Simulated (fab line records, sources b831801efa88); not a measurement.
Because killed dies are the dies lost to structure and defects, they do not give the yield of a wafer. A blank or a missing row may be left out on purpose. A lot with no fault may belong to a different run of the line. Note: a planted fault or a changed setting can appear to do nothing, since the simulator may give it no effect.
Which tool was responsible? ; flow sky130 ; 24 lots, 72 wafers sampled, at 6 steps of a route of 708

WHAT THE GAUGES SHOWED, per wafer
SKY_LDD_HVN_OVL_MEAS_07. Usual: for LDD_HVN_OVL the level is -0.4 nm and the standard deviation is 1.5.
lot;measured;on;LDD_HVN_OVL (nm);flag
L075;day 21 02:46;overlay-01;0.9 0.8 1.6;
L074;day 21 09:28;overlay-01;-0.5 0.2 -0.7;
L076;day 22 04:41;overlay-02;-0.9 -1.0 -2.5;
L077;day 22 05:45;overlay-01;0.1 -0.4 0.1;
L079;day 22 14:49;overlay-01;-1.3 -2.0 -1.3;
L078;day 22 19:37;overlay-01;-0.9 -1.5 -0.5;
L084;day 25 06:18;overlay-02;-1.9 -1.4 -4.3;
L082;day 25 07:51;overlay-01;3.4 1.2 1.1;
L081;day 25 08:27;overlay-01;-0.6 0.5 -0.2;
L080;day 25 11:53;overlay-02;1.4 1.9 2.2;
L085;day 25 13:07;overlay-01;-0.9 -0.7 -3.0;
L087;day 25 14:02;overlay-01;1.6 1.2 1.3;
L086;day 25 14:19;overlay-02;0.0 0.6 0.2;
L083;day 25 14:41;overlay-02;0.1 0.8 0.0;
L088;day 25 14:58;overlay-01;-1.9 0.4 1.0;
L089;day 25 19:11;overlay-02;0.2 1.1 -0.3;
L090;day 26 01:34;overlay-02;-1.2 -1.7 -1.3;
L091;day 26 21:52;overlay-02;-1.3 -2.5 -1.7;
L092;day 27 01:17;overlay-01;-0.6 -1.1 -1.5;
L093;day 27 04:18;overlay-01;-1.3 -0.8 -2.0;
L094;day 27 06:41;overlay-02;2.2 2.6 0.5;
L095;day 27 17:37;overlay-01;-2.5 -1.5 -2.8;
L096;day 28 01:58;overlay-01;-1.8 -2.1 -2.1;
L097;day 28 08:23;overlay-02;1.0 1.1 1.0;

SKY_LOCAL_INTERCONNECT_OVL_MEAS_12. Usual: for LOCAL_INTERCONNECT_OVL the level is 0 nm and the standard deviation is 4.9.
lot;measured;on;LOCAL_INTERCONNECT_OVL (nm);flag
L075;day 31 01:13;overlay-01;-4 -1 0;
L074;day 31 06:31;overlay-02;4 -1 -2;
L076;day 32 02:25;overlay-02;-10 -8 -10;
L077;day 32 02:40;overlay-01;3 3 0;
L079;day 32 09:27;overlay-02;3 0 -2;
L078;day 32 15:24;overlay-02;13 8 9;
L084;day 34 16:30;overlay-01;-1 2 -3;
L082;day 34 18:36;overlay-01;-1 -12 -3;
L081;day 34 20:47;overlay-01;-2 -2 1;
L080;day 35 01:26;overlay-02;-3 -1 -9;
L085;day 34 23:29;overlay-02;-2 0 3;
L087;day 35 00:10;overlay-02;1 0 -4;
L086;day 35 02:15;overlay-01;0 -7 -8;
L083;day 35 05:10;overlay-02;1 -3 9;
L088;day 35 04:20;overlay-01;4 5 9;
L089;day 35 05:25;overlay-01;5 -1 6;
L090;day 35 09:54;overlay-02;-3 3 1;
L091;day 36 07:34;overlay-01;-8 -8 -1;
L092;day 36 09:46;overlay-02;0 3 4;
L093;day 36 10:07;overlay-01;2 6 -6;
L094;day 36 12:41;overlay-01;-7 -5 -6;
L095;day 36 20:31;overlay-01;-2 4 7;
L096;day 37 08:16;overlay-01;8 3 5;
L097;day 37 12:38;overlay-01;6 -2 0;

SKY_METAL1_THK_MEAS_06: measures by xrf. Usual: for METAL1_ALCU_THK the level is 250 nm and the standard deviation is 3.4.
lot;measured;on;METAL1_ALCU_THK (nm);flag
L075;day 32 07:32;film metro-01;249 253 250;
L074;day 32 11:35;film metro-04;254 247 246;
L076;day 33 07:28;film metro-01;247 248 251;
L077;day 33 07:47;film metro-04;254 259 255;
L079;day 33 14:02;film metro-04;252 251 251;
L078;day 33 20:41;film metro-04;246 252 250;
L084;day 35 21:42;film metro-03;249 249 249;
L082;day 36 00:03;film metro-03;249 253 251;
L081;day 36 01:43;film metro-03;249 249 250;
L080;day 36 06:59;film metro-03;251 251 249;
L085;day 36 05:00;film metro-04;258 257 255;
L087;day 36 05:22;film metro-01;255 247 246;
L086;day 36 07:43;film metro-01;254 248 247;
L083;day 36 09:57;film metro-04;253 256 255;
L088;day 36 09:38;film metro-01;244 246 246;
L089;day 36 10:34;film metro-01;253 254 246;
L090;day 36 15:23;film metro-03;246 251 248;
L091;day 37 12:29;film metro-03;249 251 249;
L092;day 37 15:44;film metro-03;247 250 246;
L093;day 37 15:46;film metro-04;253 253 250;
L094;day 37 17:37;film metro-01;250 247 247;
L095;day 38 01:32;film metro-04;248 253 254;
L096;day 38 13:04;film metro-04;247 250 252;
L097;day 38 16:57;film metro-01;248 248 246;

WHAT TOOL EACH LOT RAN ON (gives the tool, then ch and the chambers of the sampled wafers, and finally the start)
lot;SKY_SD_P_STRIP_10;SKY_LOCAL_INTERCONNECT_ETCH_13;SKY_CONTACT_CVD_00
L075;plasma asher-04 ch 0, day 26 05:03;rie metal-03 ch 0,1, day 31 01:16;pecvd-01 ch 1,2, day 31 02:00
L074;plasma asher-02 ch 0,1, day 26 11:56;rie metal-01 ch 0,1, day 31 06:33;pecvd-04 ch 0,1,2, day 31 07:16
L076;plasma asher-04 ch 0,1, day 27 07:49;rie metal-03 ch 0,1, day 32 02:28;pecvd-03 ch 0,2, day 32 03:10
L077;plasma asher-01 ch 0,1, day 27 08:00;rie metal-01 ch 0,1, day 32 02:42;pecvd-01 ch 1,2, day 32 03:26
L079;plasma asher-02 ch 0,1, day 27 14:47;rie metal-02 ch 0,1, day 32 09:29;pecvd-04 ch 0,2, day 32 10:11
L078;plasma asher-02 ch 0,1, day 27 21:38;rie metal-01 ch 0,1, day 32 15:27;pecvd-04 ch 0,1, day 32 16:08
L084;plasma asher-02 ch 1, day 30 03:12;rie metal-03 ch 0,1, day 34 16:32;pecvd-04 ch 1,2, day 34 17:14
L082;plasma asher-04 ch 0,1, day 30 05:47;rie metal-01 ch 0,1, day 34 18:39;pecvd-01 ch 1,2, day 34 19:23
L081;plasma asher-02 ch 0, day 30 06:47;rie metal-02 ch 1, day 34 20:49;pecvd-03 ch 1,2, day 34 21:31
L080;plasma asher-02 ch 0,1, day 30 11:38;rie metal-03 ch 0,1, day 35 01:29;pecvd-03 ch 0,1,2, day 35 02:11
L085;plasma asher-01 ch 0,1, day 30 11:05;rie metal-02 ch 0,1, day 34 23:31;pecvd-04 ch 0,1,2, day 35 00:15
L087;plasma asher-04 ch 0, day 30 11:19;rie metal-01 ch 0,1, day 35 00:13;pecvd-01 ch 0,2, day 35 00:56
L086;plasma asher-04 ch 0,1, day 30 12:48;rie metal-02 ch 0,1, day 35 02:17;pecvd-04 ch 0,1, day 35 02:59
L083;plasma asher-04 ch 0,1, day 30 13:32;rie metal-03 ch 1, day 35 05:12;pecvd-04 ch 1,2, day 35 05:55
L088;plasma asher-02 ch 0,1, day 30 13:06;rie metal-01 ch 0,1, day 35 04:23;pecvd-03 ch 0,1,2, day 35 05:05
L089;plasma asher-04 ch 1, day 30 14:34;rie metal-02 ch 0, day 35 05:28;pecvd-01 ch 1,2, day 35 06:13
L090;plasma asher-01 ch 0, day 30 21:10;rie metal-01 ch 0,1, day 35 09:56;pecvd-01 ch 0,2, day 35 10:38
L091;plasma asher-04 ch 0,1, day 31 18:31;rie metal-03 ch 0, day 36 07:37;pecvd-04 ch 1,2, day 36 08:26
L092;plasma asher-04 ch 0,1, day 31 21:21;rie metal-02 ch 0,1, day 36 09:48;pecvd-01 ch 0,1, day 36 10:32
L093;plasma asher-01 ch 0,1, day 31 22:17;rie metal-03 ch 0, day 36 10:10;pecvd-03 ch 1,2, day 36 11:00
L094;plasma asher-01 ch 0,1, day 32 01:20;rie metal-02 ch 0,1, day 36 12:44;pecvd-01 ch 0,1,2, day 36 13:27
L095;plasma asher-04 ch 0,1, day 32 09:43;rie metal-02 ch 0,1, day 36 20:33;pecvd-03 ch 0,1,2, day 36 21:18
L096;plasma asher-02 ch 0,1, day 32 20:22;rie metal-01 ch 0,1, day 37 08:18;pecvd-03 ch 0,1,2, day 37 09:02
L097;plasma asher-02 ch 0,1, day 33 00:15;rie metal-02 ch 0,1, day 37 12:40;pecvd-04 ch 0,2, day 37 13:22
- SKY_SD_P_STRIP_10: strips in O2/N2.
- SKY_LOCAL_INTERCONNECT_ETCH_13: etches BARC in N2/H2, stops on SiO2, time 45.9 s, target depth 60 nm.
- SKY_CONTACT_CVD_00: deposits Si3N4, target thk 75 nm.

WHAT THE TOOLS THEMSELVES READ (means of the sampled wafers that have a number; where no wafer has one, the mark that the record gives instead)
SKY_SD_P_STRIP_10. Usual: drypump motor current A 5.5 A, standard deviation 0.5; oes product au 0.617 a.u., standard deviation 0.0049; strip time to endpoint s 17.50 s, standard deviation 0.039.
lot;tool;drypump motor current A (A);oes product au (a.u.);strip time to endpoint s (s);flag
L075;plasma asher-04;6.2;0.616;17.46;
L074;plasma asher-02;5.0;0.617;17.50;
L076;plasma asher-04;5.7;0.615;17.54;
L077;plasma asher-01;5.7;0.617;17.57;
L079;plasma asher-02;4.9;0.618;17.51;
L078;plasma asher-02;5.0;0.610;17.49;
L084;plasma asher-02;4.7;0.612;17.50;
L082;plasma asher-04;5.7;0.618;17.49;
L081;plasma asher-02;5.2;0.617;17.51;
L080;plasma asher-02;4.9;0.615;17.48;
L085;plasma asher-01;5.7;0.619;17.50;
L087;plasma asher-04;6.2;0.619;17.48;
L086;plasma asher-04;6.0;0.615;17.49;
L083;plasma asher-04;5.7;0.615;17.51;
L088;plasma asher-02;4.9;0.617;17.43;
L089;plasma asher-04;5.5;0.614;17.45;
L090;plasma asher-01;5.6;0.618;17.50;
L091;plasma asher-04;6.0;0.616;17.48;
L092;plasma asher-04;5.7;0.622;17.51;
L093;plasma asher-01;5.9;0.616;17.59;
L094;plasma asher-01;5.7;0.617;17.55;
L095;plasma asher-04;6.0;0.618;17.49;
L096;plasma asher-02;4.9;0.624;17.50;
L097;plasma asher-02;5.0;0.625;17.53;

SKY_LOCAL_INTERCONNECT_ETCH_13. Usual: drypump motor current A 6.1 A, standard deviation 0.43; oes product au 0.854 a.u., standard deviation 0.0046; throttle valve pct 13.224 %, standard deviation 0.0095.
lot;tool;drypump motor current A (A);oes product au (a.u.);throttle valve pct (%);flag
L075;rie metal-03;5.9;0.853;13.218;
L074;rie metal-01;6.0;0.853;13.234;
L076;rie metal-03;5.9;0.854;13.229;
L077;rie metal-01;6.0;0.852;13.225;
L079;rie metal-02;6.4;0.856;13.222;
L078;rie metal-01;6.2;0.859;13.225;
L084;rie metal-03;5.9;0.856;13.218;
L082;rie metal-01;6.2;0.856;13.224;
L081;rie metal-02;6.3;0.853;13.232;
L080;rie metal-03;5.8;0.853;13.223;
L085;rie metal-02;6.5;0.847;13.224;
L087;rie metal-01;6.2;0.853;13.224;
L086;rie metal-02;6.4;0.852;13.221;
L083;rie metal-03;5.1;0.848;13.226;
L088;rie metal-01;6.1;0.851;13.232;
L089;rie metal-02;6.6;0.855;13.224;
L090;rie metal-01;6.2;0.852;13.221;
L091;rie metal-03;6.3;0.852;13.221;
L092;rie metal-02;6.5;0.849;13.214;
L093;rie metal-03;6.2;0.857;13.226;
L094;rie metal-02;6.5;0.851;13.221;
L095;rie metal-02;6.5;0.854;13.226;
L096;rie metal-01;6.2;0.856;13.222;
L097;rie metal-02;6.5;0.856;13.231;

SKY_CONTACT_CVD_00. Usual: heater power w reads 661 W (standard deviation 96).
lot;tool;heater power w (W);flag
L075;pecvd-01;657;
L074;pecvd-04;611;
L076;pecvd-03;655;
L077;pecvd-01;714;
L079;pecvd-04;677;
L078;pecvd-04;606;
L084;pecvd-04;542;
L082;pecvd-01;732;
L081;pecvd-03;669;
L080;pecvd-03;677;
L085;pecvd-04;628;
L087;pecvd-01;622;
L086;pecvd-04;626;
L083;pecvd-04;591;
L088;pecvd-03;652;
L089;pecvd-01;645;
L090;pecvd-01;650;
L091;pecvd-04;574;
L092;pecvd-01;817;
L093;pecvd-03;634;
L094;pecvd-01;710;
L095;pecvd-03;691;
L096;pecvd-03;683;
L097;pecvd-04;680;

THE ANSWER, worked out from the rows above alone
Rule: a lot counts as off when the mean over its wafers that have a number is more than 3 standard deviations away from the usual mean. A lot without any number at a reading at which 4 lots or more have one is off too. The other lots that the step has rows for count as sound. The gauges are gone through in route order, then the tools' own readings, and for those a lot's mean is taken as printed above. At the first step where some lot is off, the reading lying furthest off is the one used; lots without a number count as furthest.
No lot is off at any reading shown: from this, nothing can be told.

WHAT THE SIMULATOR PUT IN
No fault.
